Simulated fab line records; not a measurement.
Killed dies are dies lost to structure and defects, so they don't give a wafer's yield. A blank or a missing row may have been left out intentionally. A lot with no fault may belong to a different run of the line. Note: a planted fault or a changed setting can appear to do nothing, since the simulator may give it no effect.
Which of the tools did it? || flow sky130 || 11 lots with 33 wafers sampled at 6 steps, on a route of 708 steps

== WHAT THE GAUGES READ, wafer by wafer ==
SKY_VT_ADJUST_PCH_OVL_MEAS_07.
{"lot": "L390", "measured": "day 10 04:19", "on": "overlay-02", "VT_ADJUST_PCH_OVL (nm)": "-0.7 1.5 -1.9"}
{"lot": "L391", "measured": "day 10 18:01", "on": "overlay-01", "VT_ADJUST_PCH_OVL (nm)": "-2.3 -2.3 -1.5"}
{"lot": "L392", "measured": "day 11 01:56", "on": "overlay-01", "VT_ADJUST_PCH_OVL (nm)": "-2.7 0.1 -0.1"}
{"lot": "L399", "measured": "day 13 04:57", "on": "overlay-01", "VT_ADJUST_PCH_OVL (nm)": "-0.6 -0.6 -0.2"}
{"lot": "L402", "measured": "day 14 06:03", "on": "overlay-01", "VT_ADJUST_PCH_OVL (nm)": "-0.5 -1.3 -0.8"}
{"lot": "L407", "measured": "day 16 05:19", "on": "overlay-01", "VT_ADJUST_PCH_OVL (nm)": "0.8 -2.1 0.3"}
{"lot": "L409", "measured": "day 16 12:28", "on": "overlay-02", "VT_ADJUST_PCH_OVL (nm)": "-0.4 -0.8 -1.4"}
{"lot": "L410", "measured": "day 17 00:14", "on": "overlay-02", "VT_ADJUST_PCH_OVL (nm)": "-1.8 0.2 -0.4"}
{"lot": "L411", "measured": "day 17 06:40", "on": "overlay-01", "VT_ADJUST_PCH_OVL (nm)": "-0.9 -1.2 -0.4"}
{"lot": "L412", "measured": "day 17 08:58", "on": "overlay-02", "VT_ADJUST_PCH_OVL (nm)": "1.0 -0.4 0.6"}
{"lot": "L413", "measured": "day 17 18:10", "on": "overlay-02", "VT_ADJUST_PCH_OVL (nm)": "-2.9 -1.1 -0.3"}

SKY_SONOS_ONO_THK_MEAS_01.
{"lot": "L390", "measured": "day 11 05:47", "on": "filmMetro-03", "SONOS_ONO_OXIDATION_THK (nm)": "2.64 2.65 2.64"}
{"lot": "L391", "measured": "day 11 20:13", "on": "filmMetro-03", "SONOS_ONO_OXIDATION_THK (nm)": "2.67 2.60 2.62"}
{"lot": "L392", "measured": "day 12 04:13", "on": "filmMetro-04", "SONOS_ONO_OXIDATION_THK (nm)": "2.61 2.62 2.58"}
{"lot": "L399", "measured": "day 14 09:33", "on": "filmMetro-03", "SONOS_ONO_OXIDATION_THK (nm)": "2.65 2.57 2.62"}
{"lot": "L402", "measured": "day 15 12:37", "on": "filmMetro-03", "SONOS_ONO_OXIDATION_THK (nm)": "2.64 2.60 2.64"}
{"lot": "L407", "measured": "day 17 11:11", "on": "filmMetro-01", "SONOS_ONO_OXIDATION_THK (nm)": "2.64 2.60 2.67"}
{"lot": "L409", "measured": "day 17 19:52", "on": "filmMetro-01", "SONOS_ONO_OXIDATION_THK (nm)": "2.59 2.63 2.59"}
{"lot": "L410", "measured": "day 18 08:04", "on": "filmMetro-01", "SONOS_ONO_OXIDATION_THK (nm)": "2.57 2.51 2.50"}
{"lot": "L411", "measured": "day 18 15:53", "on": "filmMetro-01", "SONOS_ONO_OXIDATION_THK (nm)": "2.60 2.60 2.55"}
{"lot": "L412", "measured": "day 18 17:14", "on": "filmMetro-01", "SONOS_ONO_OXIDATION_THK (nm)": "2.57 2.54 2.57"}
{"lot": "L413", "measured": "day 19 03:01", "on": "filmMetro-01", "SONOS_ONO_OXIDATION_THK (nm)": "2.60 2.60 2.57"}

SKY_RES_PROTECT_TW_MEAS_08.
{"lot": "L390", "measured": "day 14 20:41", "on": "filmMetro-01", "POLY_GATE_TW": "4081 4071 4070"}
{"lot": "L391", "measured": "day 15 10:10", "on": "filmMetro-01", "POLY_GATE_TW": "4057 4059 4077"}
{"lot": "L392", "measured": "day 15 22:59", "on": "filmMetro-03", "POLY_GATE_TW": "4052 4026 4035"}
{"lot": "L399", "measured": "day 18 05:53", "on": "filmMetro-01", "POLY_GATE_TW": "3970 3988 3984"}
{"lot": "L402", "measured": "day 19 17:40", "on": "filmMetro-03", "POLY_GATE_TW": "3927 3958 3907"}
{"lot": "L407", "measured": "day 21 16:02", "on": "filmMetro-01", "POLY_GATE_TW": "4073 4037 4054"}
{"lot": "L409", "measured": "day 21 23:10", "on": "filmMetro-03", "POLY_GATE_TW": "4024 4032 4026"}
{"lot": "L410", "measured": "day 22 12:58", "on": "filmMetro-02", "POLY_GATE_TW": "4076 4056 4064"}
{"lot": "L411", "measured": "day 22 20:55", "on": "filmMetro-02", "POLY_GATE_TW": "4075 4080 4082"}
{"lot": "L412", "measured": "day 22 22:44", "on": "filmMetro-02", "POLY_GATE_TW": "4077 4078 4068"}
{"lot": "L413", "measured": "day 23 10:04", "on": "filmMetro-01", "POLY_GATE_TW": "4047 4063 4048"}

SKY_POLY_GATE_OVL_MEAS_14.
{"lot": "L390", "measured": "day 16 01:07", "on": "overlay-02", "POLY_GATE_OVL (nm)": "0 2 -3"}
{"lot": "L391", "measured": "day 16 15:17", "on": "overlay-02", "POLY_GATE_OVL (nm)": "9 14 5"}
{"lot": "L392", "measured": "day 17 07:10", "on": "overlay-02", "POLY_GATE_OVL (nm)": "2 3 0"}
{"lot": "L399", "measured": "day 19 16:00", "on": "overlay-01", "POLY_GATE_OVL (nm)": "-2 -3 1"}
{"lot": "L402", "measured": "day 21 02:28", "on": "overlay-01", "POLY_GATE_OVL (nm)": "1 -8 0"}
{"lot": "L407", "measured": "day 23 15:43", "on": "overlay-01", "POLY_GATE_OVL (nm)": "5 3 8"}
{"lot": "L409", "measured": "day 23 16:03", "on": "overlay-01", "POLY_GATE_OVL (nm)": "-2 2 1"}
{"lot": "L410", "measured": "day 23 20:28", "on": "overlay-01", "POLY_GATE_OVL (nm)": "3 -8 -5"}
{"lot": "L411", "measured": "day 24 04:42", "on": "overlay-01", "POLY_GATE_OVL (nm)": "8 1 -10"}
{"lot": "L412", "measured": "day 24 06:09", "on": "overlay-02", "POLY_GATE_OVL (nm)": "-9 -3 0"}
{"lot": "L413", "measured": "day 24 17:34", "on": "overlay-02", "POLY_GATE_OVL (nm)": "0 3 -4"}

== EACH LOT AND THE TOOL THAT RAN IT (in order: tool; ch and the chambers of the sampled wafers; start) ==
{"lot": "L390", "SKY_POLY_GATE_IMPLANT_02": "implanter-01 ch 0, day 14 20:26", "SKY_RES_PROTECT_STRIP_07": "plasmaAsher-02 ch 0,1, day 14 20:34"}
{"lot": "L391", "SKY_POLY_GATE_IMPLANT_02": "implanter-04 ch 0, day 15 09:55", "SKY_RES_PROTECT_STRIP_07": "plasmaAsher-03 ch 0,1, day 15 10:04"}
{"lot": "L392", "SKY_POLY_GATE_IMPLANT_02": "implanter-01 ch 0, day 15 22:46", "SKY_RES_PROTECT_STRIP_07": "plasmaAsher-03 ch 0,1, day 15 22:53"}
{"lot": "L399", "SKY_POLY_GATE_IMPLANT_02": "implanter-01 ch 0, day 18 05:39", "SKY_RES_PROTECT_STRIP_07": "plasmaAsher-03 ch 0,1, day 18 05:46"}
{"lot": "L402", "SKY_POLY_GATE_IMPLANT_02": "implanter-01 ch 0, day 19 17:25", "SKY_RES_PROTECT_STRIP_07": "plasmaAsher-01 ch 0,1, day 19 17:34"}
{"lot": "L407", "SKY_POLY_GATE_IMPLANT_02": "implanter-04 ch 0, day 21 15:50", "SKY_RES_PROTECT_STRIP_07": "plasmaAsher-03 ch 0,1, day 21 15:57"}
{"lot": "L409", "SKY_POLY_GATE_IMPLANT_02": "implanter-03 ch 0, day 21 22:55", "SKY_RES_PROTECT_STRIP_07": "plasmaAsher-02 ch 0,1, day 21 23:04"}
{"lot": "L410", "SKY_POLY_GATE_IMPLANT_02": "implanter-01 ch 0, day 22 12:45", "SKY_RES_PROTECT_STRIP_07": "plasmaAsher-02 ch 0,1, day 22 12:53"}
{"lot": "L411", "SKY_POLY_GATE_IMPLANT_02": "implanter-04 ch 0, day 22 20:40", "SKY_RES_PROTECT_STRIP_07": "plasmaAsher-01 ch 0, day 22 20:48"}
{"lot": "L412", "SKY_POLY_GATE_IMPLANT_02": "implanter-03 ch 0, day 22 22:30", "SKY_RES_PROTECT_STRIP_07": "plasmaAsher-02 ch 0,1, day 22 22:37"}
{"lot": "L413", "SKY_POLY_GATE_IMPLANT_02": "implanter-03 ch 0, day 23 09:50", "SKY_RES_PROTECT_STRIP_07": "plasmaAsher-01 ch 0,1, day 23 09:58"}
- SKY_POLY_GATE_IMPLANT_02
- SKY_RES_PROTECT_STRIP_07: strips in O2/N2.

== WHAT THE TOOLS THEMSELVES READ (means of the sampled wafers that have a number; where no wafer has one, the mark that the record gives instead) ==
SKY_POLY_GATE_IMPLANT_02.
{"lot": "L390", "tool": "implanter-01", "beamOnS (s)": 32.9, "doseIonsCm2": 7.698e+15, "tiltDeg (degrees)": -0.001}
{"lot": "L391", "tool": "implanter-04", "beamOnS (s)": 35.6, "doseIonsCm2": 7.687e+15, "tiltDeg (degrees)": 0.027}
{"lot": "L392", "tool": "implanter-01", "beamOnS (s)": 32.1, "doseIonsCm2": 7.706e+15, "tiltDeg (degrees)": 0.010}
{"lot": "L399", "tool": "implanter-01", "beamOnS (s)": 22.8, "doseIonsCm2": 5.370e+15, "tiltDeg (degrees)": 0.002}
{"lot": "L402", "tool": "implanter-01", "beamOnS (s)": 22.0, "doseIonsCm2": 5.365e+15, "tiltDeg (degrees)": -0.023}
{"lot": "L407", "tool": "implanter-04", "beamOnS (s)": 35.2, "doseIonsCm2": 7.703e+15, "tiltDeg (degrees)": -0.012}
{"lot": "L409", "tool": "implanter-03", "beamOnS (s)": 33.5, "doseIonsCm2": 7.691e+15, "tiltDeg (degrees)": 0.007}
{"lot": "L410", "tool": "implanter-01", "beamOnS (s)": 31.9, "doseIonsCm2": 7.694e+15, "tiltDeg (degrees)": 0.008}
{"lot": "L411", "tool": "implanter-04", "beamOnS (s)": 36.2, "doseIonsCm2": 7.703e+15, "tiltDeg (degrees)": -0.021}
{"lot": "L412", "tool": "implanter-03", "beamOnS (s)": 33.7, "doseIonsCm2": 7.709e+15, "tiltDeg (degrees)": -0.027}
{"lot": "L413", "tool": "implanter-03", "beamOnS (s)": 33.5, "doseIonsCm2": 7.694e+15, "tiltDeg (degrees)": 0.002}

SKY_RES_PROTECT_STRIP_07.
{"lot": "L390", "tool": "plasmaAsher-02", "drypumpMotorCurrentA (A)": 6.3, "n2FlowSccm (sccm)": 300.0, "oesProductAu (a.u.)": 0.516, "stripTimeToEndpointS (s)": 23.38}
{"lot": "L391", "tool": "plasmaAsher-03", "drypumpMotorCurrentA (A)": 5.3, "n2FlowSccm (sccm)": 300.9, "oesProductAu (a.u.)": 0.519, "stripTimeToEndpointS (s)": 23.34}
{"lot": "L392", "tool": "plasmaAsher-03", "drypumpMotorCurrentA (A)": 5.3, "n2FlowSccm (sccm)": 299.4, "oesProductAu (a.u.)": 0.516, "stripTimeToEndpointS (s)": 23.28}
{"lot": "L399", "tool": "plasmaAsher-03", "drypumpMotorCurrentA (A)": 5.5, "n2FlowSccm (sccm)": 300.1, "oesProductAu (a.u.)": 0.535, "stripTimeToEndpointS (s)": 21.83}
{"lot": "L402", "tool": "plasmaAsher-01", "drypumpMotorCurrentA (A)": 5.6, "n2FlowSccm (sccm)": 299.5, "oesProductAu (a.u.)": 0.538, "stripTimeToEndpointS (s)": 21.79}
{"lot": "L407", "tool": "plasmaAsher-03", "drypumpMotorCurrentA (A)": 5.5, "n2FlowSccm (sccm)": 299.3, "oesProductAu (a.u.)": 0.519, "stripTimeToEndpointS (s)": 23.23}
{"lot": "L409", "tool": "plasmaAsher-02", "drypumpMotorCurrentA (A)": 6.3, "n2FlowSccm (sccm)": 300.6, "oesProductAu (a.u.)": 0.518, "stripTimeToEndpointS (s)": 23.28}
{"lot": "L410", "tool": "plasmaAsher-02", "drypumpMotorCurrentA (A)": 6.4, "n2FlowSccm (sccm)": 300.2, "oesProductAu (a.u.)": 0.521, "stripTimeToEndpointS (s)": 23.30}
{"lot": "L411", "tool": "plasmaAsher-01", "drypumpMotorCurrentA (A)": 6.1, "n2FlowSccm (sccm)": 299.4, "oesProductAu (a.u.)": 0.517, "stripTimeToEndpointS (s)": 23.29}
{"lot": "L412", "tool": "plasmaAsher-02", "drypumpMotorCurrentA (A)": 6.3, "n2FlowSccm (sccm)": 300.6, "oesProductAu (a.u.)": 0.517, "stripTimeToEndpointS (s)": 23.26}
{"lot": "L413", "tool": "plasmaAsher-01", "drypumpMotorCurrentA (A)": 5.6, "n2FlowSccm (sccm)": 300.0, "oesProductAu (a.u.)": 0.518, "stripTimeToEndpointS (s)": 23.24}

== THE ANSWER, worked out from the rows above alone ==
Rule: what is usual is taken from the lots themselves. The widest of any qualifying gaps counts: lots, ordered by their means at a reading, are off when they make up no more than a third of the lots, leave a main group of 4 or more, and stand apart from it by 3 or more times the standard deviation of that group's means. The tables above print the reading to a certain number of digits; a main group whose means all agree to those digits is not used. Also off: a lot with no number at a reading for which 4 or more lots have one. All remaining lots with rows at the step are treated as sound. Order of review: gauges by route order, followed by the tools' own readings, for which a lot's mean as printed above is used. The first step at which some lot is off is used, and at that step the reading that is off furthest; a lot without a number counts as furthest.
Off, at SKY_POLY_GATE_IMPLANT_02 on doseIonsCm2: L399, L402. Mean 7.698e+15 and standard deviation 7e+12 in the main group.
If a tool, at that step or one of the process steps before it, ran each lot that is off and ran no sound lot following the first of them, it fits. No candidate that was tried fits.

== WHAT HAD BEEN PUT IN BY THE SIMULATOR ==
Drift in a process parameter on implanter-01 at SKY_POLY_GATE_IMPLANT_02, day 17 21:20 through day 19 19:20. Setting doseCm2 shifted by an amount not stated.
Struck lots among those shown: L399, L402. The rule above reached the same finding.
